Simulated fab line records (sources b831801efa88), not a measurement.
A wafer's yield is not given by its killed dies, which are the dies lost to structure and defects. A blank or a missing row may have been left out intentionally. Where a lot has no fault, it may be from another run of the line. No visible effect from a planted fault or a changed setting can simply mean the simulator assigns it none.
What tool caused it? | flow sky130 | 13 lots with 39 wafers sampled at 5 steps, on a route of 708 steps

WHAT THE GAUGES READ, wafer by wafer
SKY_CAP2M_THK_MEAS_04: measures by xrf. Usual: CAP2M_TIN_THK typically reads 196.6 nm, with standard deviation 2.7.
lot  | measured     | on            | CAP2M_TIN_THK (nm) | flag
L441 | day 40 07:55 | film-metro-02 | 194.4 196.5 197.1  |
L442 | day 40 13:46 | film-metro-02 | 191.4 195.5 190.5  |
L443 | day 40 22:06 | film-metro-03 | 198.4 194.8 196.4  |
L444 | day 41 07:50 | film-metro-04 | 195.4 197.2 191.0  |
L447 | day 41 20:52 | film-metro-04 | 193.1 194.4 196.1  |
L448 | day 43 01:10 | film-metro-03 | 201.6 202.1 201.7  |
L449 | day 43 02:10 | film-metro-02 | 203.3 202.1 201.1  |
L450 | day 43 03:39 | film-metro-03 | 196.9 196.5 199.5  |
L451 | day 43 08:37 | film-metro-04 | 194.2 197.6 196.7  |
L459 | day 45 10:02 | film-metro-02 | 198.2 194.3 196.9  |
L461 | day 46 01:19 | film-metro-02 | 199.5 197.4 197.7  |
L462 | day 46 02:45 | film-metro-02 | 195.2 196.0 195.6  |
L463 | day 46 05:09 | film-metro-02 | 197.3 197.4 200.0  |

SKY_VIA4_OVL_MEAS_11. Usual: VIA4_OVL typically reads -0.7 nm, with standard deviation 1.2.
lot  | measured     | on         | VIA4_OVL (nm)  | flag
L441 | day 43 10:44 | overlay-01 | -0.3 0.9 0.5   |
L442 | day 43 16:25 | overlay-01 | -0.2 0.0 1.3   |
L443 | day 43 22:08 | overlay-01 | -2.3 -0.9 -1.4 |
L444 | day 44 09:20 | overlay-01 | -1.2 -1.0 -0.8 |
L447 | day 44 19:58 | overlay-02 | -0.7 -1.6 -3.0 |
L448 | day 45 21:26 | overlay-02 | -1.7 0.0 -0.8  |
L449 | day 45 22:34 | overlay-01 | -0.4 0.3 -0.6  |
L450 | day 46 00:08 | overlay-01 | -2.4 -1.3 -0.3 |
L451 | day 46 03:46 | overlay-02 | 1.2 -0.4 0.9   |
L459 | day 48 03:15 | overlay-01 | -3.2 -3.4 -1.2 |
L461 | day 48 15:17 | overlay-01 | -2.6 -1.6 -0.5 |
L462 | day 48 16:50 | overlay-01 | -2.7 -1.7 -1.9 |
L463 | day 48 18:38 | overlay-02 | -0.3 1.2 0.0   |

SKY_METAL5_RS_MEAS_05: a four-point-probe measurement. Usual: METAL5_ALCU_RS typically reads 0.0270 ohm/sq, with standard deviation 0.00036.
lot  | measured     | on            | METAL5_ALCU_RS (ohm/sq) | flag
L441 | day 43 12:21 | film-metro-01 | 0.0270 0.0268 0.0269    |
L442 | day 43 17:59 | film-metro-03 | 0.0268 0.0271 0.0271    |
L443 | day 43 23:41 | film-metro-03 | 0.0269 0.0266 0.0270    |
L444 | day 44 11:00 | film-metro-03 | 0.0269 0.0267 0.0271    |
L447 | day 44 21:33 | film-metro-01 | 0.0278 0.0274 0.0270    |
L448 | day 45 23:02 | film-metro-01 | 0.0265 0.0263 0.0267    |
L449 | day 46 00:08 | film-metro-03 | 0.0267 0.0267 0.0268    |
L450 | day 46 01:41 | film-metro-02 | 0.0271 0.0272 0.0279    |
L451 | day 46 05:31 | film-metro-01 | 0.0267 0.0273 0.0272    |
L459 | day 48 04:53 | film-metro-03 | 0.0266 0.0270 0.0270    |
L461 | day 48 16:52 | film-metro-02 | 0.0271 0.0270 0.0270    |
L462 | day 48 18:27 | film-metro-02 | 0.0273 0.0274 0.0274    |
L463 | day 48 20:16 | film-metro-03 | 0.0267 0.0268 0.0267    |

SKY_PAD_OPEN_BOW_MEAS_13. Usual: PAD_OPEN_BOW typically reads 48 um, with standard deviation 8.8.
lot  | measured     | on            | PAD_OPEN_BOW (um) | flag
L441 | day 46 09:43 | film-metro-03 | 39 45 49          |
L442 | day 46 14:08 | film-metro-02 | 62 57 58          |
L443 | day 46 19:08 | film-metro-02 | 42 32 41          |
L444 | day 47 08:05 | film-metro-03 | 36 43 47          |
L447 | day 47 16:18 | film-metro-03 | 19 37 39          |
L448 | day 48 14:05 | film-metro-02 | 46 63 40          |
L449 | day 48 14:41 | film-metro-02 | 69 48 60          |
L450 | day 48 16:23 | film-metro-03 | 116 111 115       | OFF
L451 | day 48 19:20 | film-metro-03 | 107 116 99        | OFF
L459 | day 50 13:43 | film-metro-02 | 53 62 58          |
L461 | day 50 23:47 | film-metro-02 | 48 49 50          |
L462 | day 51 00:28 | film-metro-02 | 49 50 53          |
L463 | day 51 02:38 | film-metro-04 | 54 51 44          |

WHAT TOOL EACH LOT RAN ON (gives the tool, then ch and the chambers of the sampled wafers, and finally the start)
lot  | SKY_PAD_OPEN_ANNEAL_12
L441 | furnace-01 ch 0, day 46 08:13
L442 | furnace-02 ch 0, day 46 12:38
L443 | furnace-01 ch 0, day 46 17:38
L444 | furnace-02 ch 0, day 47 06:32
L447 | furnace-02 ch 0, day 47 14:47
L448 | furnace-02 ch 0, day 48 12:35
L449 | furnace-01 ch 0, day 48 13:11
L450 | furnace-02, day 48 14:53
L451 | furnace-01, day 48 17:50
L459 | furnace-02 ch 0, day 50 12:10
L461 | furnace-02 ch 0, day 50 22:16
L462 | furnace-01 ch 0, day 50 22:56
L463 | furnace-02 ch 0, day 51 01:08
- SKY_PAD_OPEN_ANNEAL_12

AS READ BY THE TOOLS THEMSELVES (means over the sampled wafers that have a number; for cases with no such wafer, the mark the record gives instead)
SKY_PAD_OPEN_ANNEAL_12. Usual: ramp-down-c-per-min 4.0001, standard deviation 0.00078; ramp-up-c-per-min 8.0002, standard deviation 0.0017; zone-power-upper-pct 4.4 %, standard deviation 0.56.
lot  | tool       | ramp-down-c-per-min | ramp-up-c-per-min | zone-power-upper-pct (%) | flag
L441 | furnace-01 | 4.0007              | 7.9989            | 4.9                      |
L442 | furnace-02 | 3.9990              | 8.0009            | 3.8                      |
L443 | furnace-01 | 4.0001              | 8.0008            | 5.0                      |
L444 | furnace-02 | 3.9998              | 8.0012            | 3.9                      |
L447 | furnace-02 | 4.0005              | 8.0001            | 3.8                      |
L448 | furnace-02 | 4.0004              | 8.0005            | 3.8                      |
L449 | furnace-01 | 3.9996              | 8.0003            | 4.9                      |
L450 | furnace-02 | -                   | -                 | -                        | OFF
L451 | furnace-01 | -                   | -                 | -                        | OFF
L459 | furnace-02 | 4.0002              | 7.9988            | 3.8                      |
L461 | furnace-02 | 3.9997              | 8.0005            | 3.9                      |
L462 | furnace-01 | 4.0005              | 8.0015            | 5.0                      |
L463 | furnace-02 | 4.0001              | 7.9997            | 3.8                      |

THE ANSWER, worked out from the rows above alone
Rule: lot off if the mean of its wafers having a number is beyond 3 standard deviations from the usual mean. A lot without any number at a reading at which 4 lots or more have one is off too. All remaining lots with rows at the step are treated as sound. Order of review: gauges by route order, followed by the tools' own readings, for which a lot's mean as printed above is used. The first step at which some lot is off is used, and at that step the reading that is off furthest; a lot without a number counts as furthest.
Off: L450, L451, at SKY_PAD_OPEN_BOW_MEAS_13 (PAD_OPEN_BOW).
If a tool, at a process step before that reading, ran all the lots that are off and no sound lot after the first of them, it fits. The gauges at SKY_PAD_OPEN_BOW_MEAS_13 aren't tried: what is off there is off at SKY_PAD_OPEN_ANNEAL_12 too, on other tools, and a gauge's error can't cause that. Of those tried, none fits.

WHAT HAD BEEN PUT IN BY THE SIMULATOR
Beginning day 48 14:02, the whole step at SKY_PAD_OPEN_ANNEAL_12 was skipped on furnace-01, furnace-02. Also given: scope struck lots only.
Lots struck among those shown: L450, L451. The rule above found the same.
